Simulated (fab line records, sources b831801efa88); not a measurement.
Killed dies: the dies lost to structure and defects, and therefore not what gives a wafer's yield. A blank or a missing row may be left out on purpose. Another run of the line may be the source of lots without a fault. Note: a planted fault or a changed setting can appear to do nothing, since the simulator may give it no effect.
Problem report, 8D (eight disciplines) form, completed by code    flow gf180mcu    the parts of the form that need people (team, actions taken, sign-off) are left out

1. WHAT IS WRONG
zonePowerCentrePct at GF_DUAL_GATE_OXIDATION_15 reads a mean of 9.57 % on 9 wafers of 3 lots; wafers without a fault read 17.42 % with a standard deviation of 0.22. Measured from the usual mean, that is -36 standard deviations.
The step: stabilise 600 s, purge 300 s, target thk 7.098 nm.
First observed at day 11 13:20: wafer L325.1, on furnace-01. The record has a number at this step for 36 wafers belonging to 12 lots. Rule for "out", or "out of limits": more than 4 standard deviations from the usual mean. The other wafers with a number count as sound.

2. WHAT IT IS, AND WHAT IT ISN'T
question                     is                                                                        is not
which readings at this step  zonePowerCentrePct, spikeTcCentreC, zonePowerLowerPct, zonePowerUpperPct  -
which lots                   L325, L326, L327                                                          L314, L315, L316, L317, L318, L319, L321, L335, L337
which wafers of those lots   all that have a number                                                    -
read on which tools          furnace-01                                                                furnace-02
when                         from day 11 13:20                                                         up to then (21 sound wafers); but 6 sound wafers of L335, L337 came after

3. SUSPECTS, AND WHAT RULES EACH OUT
Counting: a tool stays on the suspect list if, at a process step up to the reading, it processed all lots that are out and no sound lot following the first of them.
- furnace-01 at GF_DUAL_GATE_OXIDATION_15 (stabilise 600 s, purge 300 s, target thk 7.098 nm): kept. It ran every lot that is out, first L325 (day 11 13:20), and no sound lot after that; its last sound lot up to then is L321 (day 10 11:25). Its own spikeTcCentreC, zonePowerCentrePct, zonePowerLowerPct, zonePowerUpperPct readings are out on those wafers.
Remaining after the count: furnace-01 at GF_DUAL_GATE_OXIDATION_15.

4. THE CAUSE (what the simulator had put in)
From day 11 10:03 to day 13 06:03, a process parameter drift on furnace-01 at GF_DUAL_GATE_OXIDATION_15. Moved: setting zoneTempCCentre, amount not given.
The count eliminated every tool but this one.

5. THE CHAIN OF EFFECTS, in route order
Rows list readings where the struck wafers' mean (over those with a number) sits beyond 3 standard deviations from the usual. Only readings whose record carries a usual standard deviation are examined. hours: median over the lots of the time between each lot's start at the first step of this table that gives one and its start at this step. sigmas: the change, counted in usual standard deviations.
hours  step                       reading             usual    on struck wafers  change  sigmas
0      GF_DUAL_GATE_OXIDATION_15  spikeTcCentreC      850.4 C  827.2             -23.2   -19
0      GF_DUAL_GATE_OXIDATION_15  spikeTcLowerC       850.5 C  853.9             +3.4    +3.4
0      GF_DUAL_GATE_OXIDATION_15  spikeTcUpperC       850.1 C  853.3             +3.2    +3.2
0      GF_DUAL_GATE_OXIDATION_15  zonePowerCentrePct  17.42 %  9.57              -7.85   -36
0      GF_DUAL_GATE_OXIDATION_15  zonePowerLowerPct   17.5 %   21.3              +3.8    +8.3
0      GF_DUAL_GATE_OXIDATION_15  zonePowerUpperPct   19.14 %  23.85             +4.71   +19
Process steps it contains:
- GF_DUAL_GATE_OXIDATION_15: stabilise 600 s, purge 300 s, target thk 7.098 nm.
At these later measuring or inspecting steps, every struck wafer for which the step has a row has a number for every such reading, and none has moved that far: GF_M3_CD_MEAS_14, GF_M3_OVL_MEAS_15, GF_V3_THK_MEAS_01.

6. HOW IT WOULD HAVE BEEN CAUGHT EARLIER
First out-of-limits reading in this record: day 11 13:20, which is 3 hours after fault onset at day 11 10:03.
